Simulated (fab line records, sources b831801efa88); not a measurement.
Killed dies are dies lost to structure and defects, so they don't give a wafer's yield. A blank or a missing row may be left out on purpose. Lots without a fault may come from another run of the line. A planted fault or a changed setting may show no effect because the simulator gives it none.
Chamber matching | flow sky130 | SKY_LI_CONTACT_CMP_02 on cmp-01: 4 sister chambers
The step polishes PSG. 7 wafers are shown with their chamber, then 7 later ones without.

WAFERS WITH THEIR CHAMBER
wafer  | chamber | motor_current_A (A) | head_pressure_psi (psi)
L151.1 | 3       | 12.7                | 3.998
L151.5 | 0       | 13.6                | 4.010
L157.1 | 3       | 12.9                | 4.005
L160.1 | 2       | 12.4                | 4.001
L160.6 | 1       | 12.9                | 4.014
L170.1 | 1       | 13.5                | 4.018
L170.2 | 2       | 13.3                | 4.001

WAFERS WITHOUT THEIR CHAMBER
wafer  | motor_current_A (A) | head_pressure_psi (psi)
L170.6 | 14.7                | 4.006
L171.1 | 14.9                | 4.006
L171.2 | 13.0                | 4.001
L171.3 | 12.2                | 4.008
L172.1 | 13.6                | 4.003
L172.2 | 13.0                | 3.999
L172.5 | 13.4                | 4.006

WHICH CHAMBER EACH WENT THROUGH
wafer  | from the rows above               | in truth
L170.6 | can't be placed: 0 or 2 or 3 or 1 | 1
L171.1 | can't be placed: 0 or 2 or 1 or 3 | 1
L171.2 | can't be placed: 2 or 3           | 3
L171.3 | can't be placed: 3 or 2 or 0 or 1 | 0
L172.1 | can't be placed: 2 or 3 or 0      | 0
L172.2 | can't be placed: 2 or 3           | 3
L172.5 | can't be placed: 0 or 3 or 2 or 1 | 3
Placed correctly: 0 of 7. Can't be placed from these rows: 7 (the true chamber is among the candidates in 7). Placed wrongly: 0.
How it was worked out, from the rows above alone: a wafer's distance from a chamber is the root of the sum, over the readings, of the square of ((its reading less the chamber's mean) divided by the reading's scatter). The wafer belongs to the nearest chamber; if the next one is less than 2 further off, it can't be placed. A chamber's mean is the mean of its shown wafers. The scatter: the root of (the sum of the squares of (reading less its chamber's mean) over the shown wafers, divided by (wafers less chambers)).
